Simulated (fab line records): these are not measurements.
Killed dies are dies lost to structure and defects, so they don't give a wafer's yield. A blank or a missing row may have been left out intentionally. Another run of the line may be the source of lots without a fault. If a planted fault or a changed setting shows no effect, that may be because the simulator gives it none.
Chamber matching -- flow sky130 -- 4 sister chambers for SKY_VIA3_CMP_24 on cmp-01
The step polishes, stops on SiO2, t overpolish 20 s, target thk 0 nm. 30 wafers are shown with their chamber, then 12 later ones without.

WAFERS PAIRED WITH THEIR CHAMBERS
wafer,chamber,motorCurrentA (A),overpolishRunS (s),timeToEndpointS (s)
L075.3,2,11.4,19.988,93
L075.5,1,10.3,19.995,96
L075.6,0,10.5,19.997,94
L079.2,0,9.7,20.012,93
L079.3,3,10.8,20.002,94
L079.6,2,11.7,20.008,92
L078.1,3,11.1,20.018,98
L078.2,0,9.9,20.008,97
L078.3,2,11.5,20.007,96
L078.4,1,10.7,19.994,97
L078.5,2,11.7,20.010,96
L078.6,1,9.9,20.008,97
L081.2,3,10.7,20.009,96
L081.3,1,10.6,19.981,96
L081.6,2,11.9,19.989,97
L080.2,2,11.7,20.018,90
L080.3,0,10.2,19.993,88
L080.4,1,10.3,19.981,89
L084.1,0,9.6,19.997,96
L084.4,2,11.7,19.986,95
L084.5,2,11.3,20.015,93
L085.2,3,11.3,20.008,93
L085.3,2,11.6,19.991,90
L085.4,1,10.6,19.993,96
L088.2,1,10.5,20.011,96
L088.3,0,9.7,20.004,94
L088.5,3,11.3,19.996,93
L091.2,1,10.7,19.984,92
L091.4,0,9.7,20.001,95
L091.6,1,10.6,20.005,97

SIGNATURES (averages over the wafers above)
reading,chamber 0,chamber 1,chamber 2,chamber 3,scatter within a chamber
motorCurrentA,9.900,10.467,11.611,11.040,0.262
overpolishRunS,20.00171,19.99467,20.00133,20.00660,0.0105
timeToEndpointS,93.86,95.11,93.56,94.80,2.67
Rule: a wafer lies at a distance from a chamber equal to the root of the sum of squares, over the readings, of (its reading less the chamber's mean, divided by the reading's scatter). If the next closest chamber is less than 2 further off than the closest, the wafer can't be placed; otherwise it belongs to the closest. The scatter: the root of (the sum of the squares of (reading less its chamber's mean) over the shown wafers, divided by (wafers less chambers)).

WAFERS WITH NO CHAMBER GIVEN
wafer,motorCurrentA (A),overpolishRunS (s),timeToEndpointS (s)
L092.2,11.9,19.981,86
L092.4,10.4,19.991,93
L092.6,11.1,20.006,92
L093.1,11.9,19.994,94
L093.5,12.3,20.004,92
L093.6,11.1,19.996,92
L094.1,10.5,19.987,93
L094.3,11.1,20.002,95
L094.4,9.7,19.978,90
L095.1,10.4,20.002,98
L095.4,10.9,20.000,91
L095.5,11.9,20.012,90

EACH ONE'S CHAMBER
wafer,from the rows above,in truth
L092.2,can't be placed: 2 or 3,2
L092.4,can't be placed: 1 or 0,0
L092.6,can't be placed: 3 or 2 or 1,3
L093.1,2,2
L093.5,2,2
L093.6,can't be placed: 3 or 2 or 1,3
L094.1,can't be placed: 1 or 0 or 3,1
L094.3,can't be placed: 3 or 2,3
L094.4,can't be placed: 0 or 1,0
L095.1,can't be placed: 1 or 0 or 3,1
L095.4,can't be placed: 3 or 1 or 2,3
L095.5,can't be placed: 2 or 3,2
Placed correctly: 2 of 12. Cannot be placed on the basis of these rows: 10; the candidates contain the true chamber in 10. Number placed wrongly: 0.
